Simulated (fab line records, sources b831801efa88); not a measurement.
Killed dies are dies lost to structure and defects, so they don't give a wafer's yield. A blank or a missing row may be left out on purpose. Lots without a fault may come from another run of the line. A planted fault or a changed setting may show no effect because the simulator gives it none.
fab line records | flow gf180mcu
record lots=12 wafers=36 last_day=34
route steps=602 shown MIM@507 V5@549 TOP_METAL@581
lots that met no fault: from a run of the same line without faults
start_h: hours from the record's first day to the start of the lot's first wafer shown | wait_h: hours since the lot's step before | " the same as in the row above | L1.1+2: a row that stands for several wafers | - no value, or no start given | * or withheld: withheld | < > ~ a bound
route shown NAME@n: a module of which the file shows steps, and the number in the route of the first | usual: mean/standard deviation of fault-free wafers | same: alike in all rows | chamber/n: place in a boat | sites: the reading at each site | _std_site: their standard deviation | _edge_site: outer sites' mean less inner sites' | radius_mm: how far each site lies from the wafer's centre | mask NAME#n: copy n | behind: the tool/chamber that last shaped the wafer | hold: why the lot was held/for how many hours/how that ended | device: the transistor (n, p or np) that didn't switch | end of line: the same wafers' tests at the end of the route | a step without rows: its recipe alone | killed: dies lost to structure and defects at the first sort, not the wafer's yield | map: a wafer's dies, x killed, . not, _ none there
set.NAME: the setting as run; set.NAME@STEP: as run at that earlier step | model.NAME: the simulator's own value behind a step, which no gauge read
steps of the route over a sample of lots; a table a step, a row a wafer
services: from which hour (start_h, from the record's first day; less than 0 if before it) a tool's chamber was out of use, for how many hours, and why
## steps
# step GF_MIM_SPUTTER_04
# recipe material=TiN target_thk_nm=50 power_w=6500 time_s=41.7 chamber_pressure_pa=0.4
# usual throttle_valve_pct=30.0/0.91
# columns lot.wafer tool chamber start_h wait_h throttle_valve_pct
L764.3 pvd_sputter-01 - 563.29 0.0 31.7
L764.4 " - " " 31.2
L764.6 " - " " 31.2
L765.3 pvd_sputter-01 - 569.94 0.0 29.4
L765.4 " - " " 29.6
L765.6 " - " " 31.4
L768.1 pvd_sputter-04 - 597.36 0.0 30.2
L768.2 " - " " 29.2
L768.5 " - " " 30.8
L777.3 pvd_sputter-04 - 661.57 0.0 29.2
L777.5 " - " " 29.4
L777.6 " - " " 31.2
L778.1 pvd_sputter-04 - 671.84 0.0 30.6
L778.3 " - " " 29.3
L778.5 " - " " 30.8
L779.3 pvd_sputter-04 - 675.68 0.0 29.8
L779.4 " - " " 29.4
L779.5 " - " " 30.0
L780.1 pvd_sputter-01 - 679.47 0.0 29.6
L780.2 " - " " 31.4
L780.3 " - " " 30.6
L783.3 pvd_sputter-01 - 705.87 0.0 31.3
L783.4 " - " " 30.9
L783.6 " - " " 31.6
L784.2 pvd_sputter-01 - 716.46 0.0 31.3
L784.3 " - " " 29.5
L784.6 " - " " 30.8
L785.3 pvd_sputter-04 - 720.12 0.0 31.0
L785.5 " - " " 30.8
L785.6 " - " " 29.7
L786.1 pvd_sputter-02 - 727.18 0.0 29.0
L786.4 " - " " 30.1
L786.6 " - " " 29.1
L787.3 pvd_sputter-04 - 735.85 0.0 29.0
L787.4 " - " " 31.1
L787.6 " - " " 29.4
# step GF_V5_COAT_09
# recipe resist=KrF spin_rpm=withheld resist_thk_nm=1000
# columns lot.wafer tool chamber start_h wait_h
L764.3+4+6 litho_track-02 0 618 -
L765.3+4+6 litho_track-02 0 624 -
L768.1+2+5 litho_track-02 0 650 -
L777.3+5+6 litho_track-01 0 709 -
L778.1+3+5 litho_track-02 0 721 -
L779.3+4+5 litho_track-01 0 723 -
L780.1+2+3 litho_track-01 0 726 -
L783.3+4+6 litho_track-03 0 750 -
L784.2+3+6 litho_track-02 0 760 -
L785.3+5+6 litho_track-03 0 763 -
L786.1+4+6 litho_track-01 0 770 -
L787.3+4+6 litho_track-02 0 777 -
# step GF_V5_STRIP_18
# recipe chemistry=O2/N2 power_w=1400 pressure_mtorr=1500 platen_temp_c=250 o2_flow_sccm=3000 n2_flow_sccm=300 overash_fraction=0.5
# usual drypump_motor_current_A=6.1/0.49 heater_power_w=341/17 oes_product_au=0.568/0.0047
# columns lot.wafer tool chamber start_h wait_h drypump_motor_current_A heater_power_w oes_product_au rf_hours_counter_h
L764.3 plasma_asher-02 0 629.58 - 6.7 309 0.564 -
L764.4 " 1 " " 6.3 360 0.577 -
L764.6 " 0 " " 6.7 322 0.565 -
L765.3 plasma_asher-04 0 635.08 - 5.5 338 0.581 -
L765.4 " 1 " " 6.2 353 0.570 -
L765.6 " 0 " " 5.6 338 0.574 -
L768.1 plasma_asher-02 0 660.55 - 6.7 321 0.584 55
L768.2 " 1 " " 6.3 366 0.563 55
L768.5 " 0 " " 6.7 315 0.587 -
L777.3 plasma_asher-02 1 719.08 - 6.2 364 0.562 -
L777.5 " 1 " " 6.3 350 0.573 -
L777.6 " 0 " " 6.7 312 0.566 -
L778.1 plasma_asher-04 1 731.56 - 6.2 365 0.564 107
L778.3 " 0 " " 5.6 338 0.574 -
L778.5 " 1 " " 6.2 360 0.568 -
L779.3 plasma_asher-03 1 733.58 - 6.5 350 0.570 -
L779.4 " 0 " " 5.3 317 0.569 -
L779.5 " 1 " " 6.5 345 0.565 -
L780.1 plasma_asher-02 0 735.76 - 6.7 322 0.574 63
L780.2 " 1 " " 6.3 361 0.568 63
L780.3 " 0 " " 6.7 321 0.570 -
L783.3 plasma_asher-02 0 758.47 - 6.7 310 0.565 -
L783.4 " 1 " " 6.3 352 0.572 -
L783.6 " 1 " " 6.3 355 0.566 -
L784.2 plasma_asher-03 1 769.44 - 6.5 336 0.561 102
L784.3 " 0 " " 5.3 318 0.562 -
L784.6 " 1 " " 6.4 344 0.570 -
L785.3 plasma_asher-02 0 772.37 - 6.7 317 0.572 -
L785.5 " 1 " " 6.3 346 0.564 -
L785.6 " 0 " " 6.8 320 0.568 -
L786.1 plasma_asher-04 1 778.25 - 6.2 365 0.562 3
L786.4 " 1 " " 6.2 356 0.574 -
L786.6 " 1 " " 6.2 352 0.572 -
L787.3 plasma_asher-04 0 786.38 - 5.5 355 0.567 -
L787.4 " 1 " " 6.2 364 0.568 -
L787.6 " 1 " " 6.2 349 0.566 -
# step GF_TOP_METAL_CD_MEAS_14
# recipe target_cd_nm=440
# usual cd_nm=439.5/1.9
# columns lot.wafer tool chamber start_h wait_h cd_nm
L764.3 cd_sem-02 - 650.97 0.1 440.3
L764.4 " - " " 440.3
L764.6 " - " " 439.2
L765.3 cd_sem-02 - 656.52 0.1 442.1
L765.4 " - " " 442.7
L765.6 " - " " 441.5
L768.1 cd_sem-02 - 680.84 0.1 441.2
L768.2 " - " " 441.4
L768.5 " - " " 442.7
L777.3 cd_sem-01 - 738.09 0.2 441.8
L777.5 " - " " 439.7
L777.6 " - " " 441.4
L778.1 cd_sem-01 - 749.93 0.1 438.5
L778.3 " - " " 437.0
L778.5 " - " " 437.5
L779.3 cd_sem-01 - 751.72 0.1 440.1
L779.4 " - " " 441.2
L779.5 " - " " 441.2
L780.1 cd_sem-02 - 753.86 0.1 435.8
L780.2 " - " " 436.0
L780.3 " - " " 437.0
L783.3 cd_sem-01 - 775.75 0.1 439.1
L783.4 " - " " 437.3
L783.6 " - " " 438.9
L784.2 cd_sem-02 - 785.88 0.1 440.8
L784.3 " - " " 439.8
L784.6 " - " " 437.6
L785.3 cd_sem-01 - 789.03 0.1 440.5
L785.5 " - " " 438.0
L785.6 " - " " 437.8
L786.1 cd_sem-01 - 794.86 0.1 440.2
L786.4 " - " " 441.3
L786.6 " - " " 442.5
L787.3 cd_sem-01 - 801.95 0.1 436.2
L787.4 " - " " 436.9
L787.6 " - " " 436.2
# step GF_TOP_METAL_OVL_MEAS_15
# usual TOP_METAL_OVL=-0.8/1.4
# columns lot.wafer tool chamber start_h wait_h TOP_METAL_OVL[nm]
L764.3 overlay-01 - 651.07 0.1 -1.5
L764.4 " - " " -1.2
L764.6 " - " " -1.1
L765.3 overlay-01 - 656.62 0.1 -2.0
L765.4 " - " " -0.3
L765.6 " - " " -0.6
L768.1 overlay-02 - 680.96 0.1 -0.6
L768.2 " - " " -4.4
L768.5 " - " " -0.5
L777.3 overlay-01 - 738.18 0.1 -1.3
L777.5 " - " " 0.1
L777.6 " - " " 1.1
L778.1 overlay-02 - 750.05 0.1 -1.0
L778.3 " - " " -1.0
L778.5 " - " " 0.4
L779.3 overlay-02 - 751.81 0.1 -2.4
L779.4 " - " " -3.3
L779.5 " - " " -2.4
L780.1 overlay-01 - 753.98 0.1 -1.7
L780.2 " - " " -2.2
L780.3 " - " " -1.6
L783.3 overlay-02 - 775.84 0.1 -2.1
L783.4 " - " " -0.8
L783.6 " - " " 0.2
L784.2 overlay-01 - 785.98 0.1 -0.8
L784.3 " - " " 0.8
L784.6 " - " " 2.8
L785.3 overlay-02 - 789.12 0.1 -1.2
L785.5 " - " " 0.8
L785.6 " - " " -2.6
L786.1 overlay-02 - 794.98 0.1 0.6
L786.4 " - " " -0.6
L786.6 " - " " 0.4
L787.3 overlay-02 - 802.04 0.1 -1.8
L787.4 " - " " -2.1
L787.6 " - " " -1.2
## services
# columns tool chamber start_h hours kind
pvd_sputter-01 2 563.33 - consumable_replace:kit
pvd_sputter-01 2 563.33 18.0 scheduled_down
pvd_sputter-01 2 563.33 18.0 vent_cycle
pvd_sputter-04 - 615.04 2.4 repair
pvd_sputter-01 - 652.05 24.1 repair
litho_track-01 - 662.22 - consumable_replace:filter
pvd_sputter-04 3 675.72 - consumable_replace:kit
pvd_sputter-04 3 675.72 18.0 scheduled_down
pvd_sputter-04 3 675.72 18.0 vent_cycle
pvd_sputter-01 1 693.03 - consumable_replace:kit
pvd_sputter-01 1 693.03 18.0 scheduled_down
pvd_sputter-01 1 693.03 18.0 vent_cycle
pvd_sputter-04 - 701.15 1.3 repair
pvd_sputter-04 - 714.41 4.5 repair
plasma_asher-04 - 733.75 9.0 pm
plasma_asher-04 0 733.75 9.0 vent_cycle
plasma_asher-04 1 733.75 9.0 vent_cycle
pvd_sputter-01 - 750.26 4.6 repair
pvd_sputter-01 0 756.21 - consumable_replace:kit
pvd_sputter-01 0 756.21 18.0 scheduled_down
pvd_sputter-01 0 756.21 18.0 vent_cycle
plasma_asher-03 - 771.65 0.8 repair
plasma_asher-04 - 772.31 2.0 repair
plasma_asher-03 - 777.94 40.7 repair
## key
first_sign step=GF_V5_STRIP_18 reading=oes_product_au direction=up sigmas=3.7 usual=0.568 struck=0.586
effect none on later readings
met_at GF_V5_COAT_09
struck_lots L768
struck_wafers L768.1,L768.5
not_acting_at GF_MIM_SPUTTER_04,GF_TOP_METAL_CD_MEAS_14,GF_TOP_METAL_OVL_MEAS_15
onset_between 624 650
fault kind=process_parameter_drift tool=litho_track-02 chamber=- onset_h=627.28 steps=GF_V5_COAT_09 channel=resist_thk_nm offset=* shape=step end_h=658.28 scope=struck_wafers_only acts_in=* stated=*
